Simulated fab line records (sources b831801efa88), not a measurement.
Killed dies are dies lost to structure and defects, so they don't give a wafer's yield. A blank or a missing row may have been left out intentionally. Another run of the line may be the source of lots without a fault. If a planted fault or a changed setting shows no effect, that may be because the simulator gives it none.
Which tool did it? -- flow gf180mcu -- 13 lots, 39 wafers sampled, at 5 steps of a route of 602

== WHAT THE GAUGES READ, wafer by wafer ==
GF_MVPSD_TW_MEAS_11.
lot,measured,on,MVPSD_TW
L926,day 5 04:33,film metro-02,551.4 550.6 548.6
L927,day 5 10:26,film metro-04,546.2 544.9 547.9
L928,day 5 13:52,film metro-01,545.6 545.9 544.8
L932,day 6 10:16,film metro-02,554.2 557.9 554.3
L933,day 6 20:45,film metro-04,546.1 550.9 552.1
L934,day 6 23:27,film metro-01,547.0 548.2 550.1
L935,day 7 04:07,film metro-04,551.5 548.4 550.4
L936,day 7 13:59,film metro-01,547.8 548.5 548.5
L937,day 7 18:51,film metro-01,545.2 546.6 550.4
L938,day 8 00:18,film metro-02,550.5 550.8 550.4
L940,day 8 12:37,film metro-01,549.7 552.3 549.1
L943,day 9 07:15,film metro-02,565.7 564.9 565.0
L944,day 9 13:10,film metro-02,562.4 564.0 564.8

GF_VT_IMPLANT_OVL_MEAS_29.
lot,measured,on,VT_IMPLANT_02_OVL (nm)
L926,day 7 00:35,overlay-02,-0.6 -0.2 0.3
L927,day 7 05:41,overlay-02,-2.6 -2.2 -3.0
L928,day 7 11:53,overlay-01,0.7 1.2 2.1
L932,day 8 09:37,overlay-01,-0.4 1.2 -0.1
L933,day 8 21:49,overlay-02,-0.6 -2.3 -2.8
L934,day 8 23:37,overlay-02,0.6 0.4 0.9
L935,day 9 05:18,overlay-02,-0.2 -1.2 -1.3
L936,day 9 15:58,overlay-01,0.9 1.1 1.0
L937,day 9 21:34,overlay-02,1.4 0.1 2.0
L938,day 10 03:37,overlay-02,-2.1 0.7 -0.1
L940,day 10 17:48,overlay-01,-1.9 0.1 0.0
L943,day 11 13:53,overlay-02,-2.1 0.1 -2.4
L944,day 11 20:11,overlay-01,0.6 1.2 0.8

GF_VT_IMPLANT_RS_MEAS_49: a four-point-probe measurement.
lot,measured,on,MVPSD_RS (ohm/sq)
L926,day 7 17:08,film metro-02,1164.1 1167.7 1168.3
L927,day 7 22:21,film metro-01,1162.6 1164.3 1165.7
L928,day 8 04:37,film metro-02,1169.3 1165.5 1164.9
L932,day 9 03:25,film metro-02,1166.6 1171.7 1171.9
L933,day 9 15:55,film metro-04,1166.7 1164.1 1161.0
L934,day 9 17:44,film metro-01,1167.7 1166.3 1165.2
L935,day 9 23:18,film metro-01,1165.1 1172.3 1164.4
L936,day 10 10:33,film metro-04,1168.8 1165.6 1167.1
L937,day 10 16:48,film metro-02,1169.3 1169.0 1171.6
L938,day 10 23:18,film metro-02,1165.2 1165.4 1168.1
L940,day 11 13:14,film metro-02,1163.2 1164.5 1163.1
L943,day 12 10:07,film metro-02,- - -
L944,day 12 16:51,film metro-01,- - -

GF_HV_LDD_OVL_MEAS_32.
lot,measured,on,HV_LDD_02_OVL (nm)
L926,day 11 20:02,overlay-02,0.2 0.6 -1.0
L927,day 12 00:08,overlay-01,1.4 0.8 0.7
L928,day 12 07:10,overlay-02,-2.6 -1.4 -1.6
L932,day 13 11:35,overlay-02,-1.6 -0.4 -1.6
L933,day 13 23:53,overlay-01,-3.0 -1.2 -0.4
L934,day 14 00:32,overlay-01,-2.2 0.4 -0.4
L935,day 14 06:04,overlay-01,-1.6 -0.9 -0.8
L936,day 14 20:38,overlay-02,0.0 0.1 0.2
L937,day 15 04:56,overlay-02,-0.4 -0.5 0.6
L938,day 15 11:41,overlay-02,-1.8 -0.9 -1.8
L940,day 16 06:14,overlay-01,-2.1 -2.0 -0.9
L943,day 17 09:38,overlay-01,-0.1 0.2 -0.5
L944,day 17 14:47,overlay-02,-1.5 -1.0 -2.9

== WHAT TOOL EACH LOT RAN ON (gives the tool, then ch and the chambers of the sampled wafers, and finally the start) ==
lot,GF_MVPSD_IMPLANT_09
L926,"implanter-04 ch 0, day 5 04:18"
L927,"implanter-03 ch 0, day 5 10:11"
L928,"implanter-03 ch 0, day 5 13:37"
L932,"implanter-04 ch 0, day 6 10:03"
L933,"implanter-01 ch 0, day 6 20:30"
L934,"implanter-04 ch 0, day 6 23:14"
L935,"implanter-04 ch 0, day 7 03:52"
L936,"implanter-04 ch 0, day 7 13:44"
L937,"implanter-01 ch 0, day 7 18:36"
L938,"implanter-03 ch 0, day 8 00:03"
L940,"implanter-03 ch 0, day 8 12:24"
L943,"implanter-03 ch 0, day 9 07:00"
L944,"implanter-03 ch 0, day 9 12:55"
- GF_MVPSD_IMPLANT_09

== AS READ BY THE TOOLS THEMSELVES (means over the sampled wafers that have a number; for cases with no such wafer, the mark the record gives instead) ==
GF_MVPSD_IMPLANT_09.
lot,tool,tilt deg (degrees)
L926,implanter-04,0.003
L927,implanter-03,-0.003
L928,implanter-03,0.001
L932,implanter-04,-0.012
L933,implanter-01,-0.001
L934,implanter-04,-0.006
L935,implanter-04,0.013
L936,implanter-04,-0.022
L937,implanter-01,-0.034
L938,implanter-03,-0.007
L940,implanter-03,0.017
L943,implanter-03,17.252
L944,implanter-03,17.275

== THE ANSWER, worked out from the rows above alone ==
Rule: the lots themselves supply what counts as usual. Put in order of their means at a reading, lots are off if they are a third of the lots or fewer, leave a main group of 4 or more, and stand apart from it by a gap of 3 or more times the standard deviation of the main group's means; of several such gaps the widest counts. The tables above print the reading to a certain number of digits; a main group whose means all agree to those digits is not used. Also off: a lot with no number at a reading for which 4 or more lots have one. Any other lot the step has rows for is counted as sound. The gauges are gone through in route order, then the tools' own readings, and for those a lot's mean is taken as printed above. The first step at which some lot is off is used, and at that step the reading that is off furthest; a lot without a number counts as furthest.
Off: L943, L944, at GF_MVPSD_TW_MEAS_11 (MVPSD_TW). For the main group the mean is 549.3 and the standard deviation 2.6.
A tool fits if, at a process step before that reading, it ran every lot that is off, and no sound lot after the first of them. The gauges at GF_MVPSD_TW_MEAS_11 aren't tried: what is off there is off at GF_MVPSD_IMPLANT_09 too, on other tools, and a gauge's error can't cause that. One candidate fits, namely implanter-03 at GF_MVPSD_IMPLANT_09. A fault onset in the window from L940 (day 8 12:24, its last sound lot) to L943 (day 9 07:00, its first lot off) fits.
The tool's own readings at GF_MVPSD_IMPLANT_09 bear it out: on the lots that are off they differ by more than 5 times the standard deviation of the sound lots' means. tilt deg reads 17.264 degrees there against -0.005 degrees on the sound lots.

== WHAT THE SIMULATOR PUT IN ==
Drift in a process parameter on implanter-03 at GF_MVPSD_IMPLANT_09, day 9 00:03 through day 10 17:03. Setting tilt deg shifted by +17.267 from 0. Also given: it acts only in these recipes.
Shown lots that were struck: L943, L944. The rule above found the same.
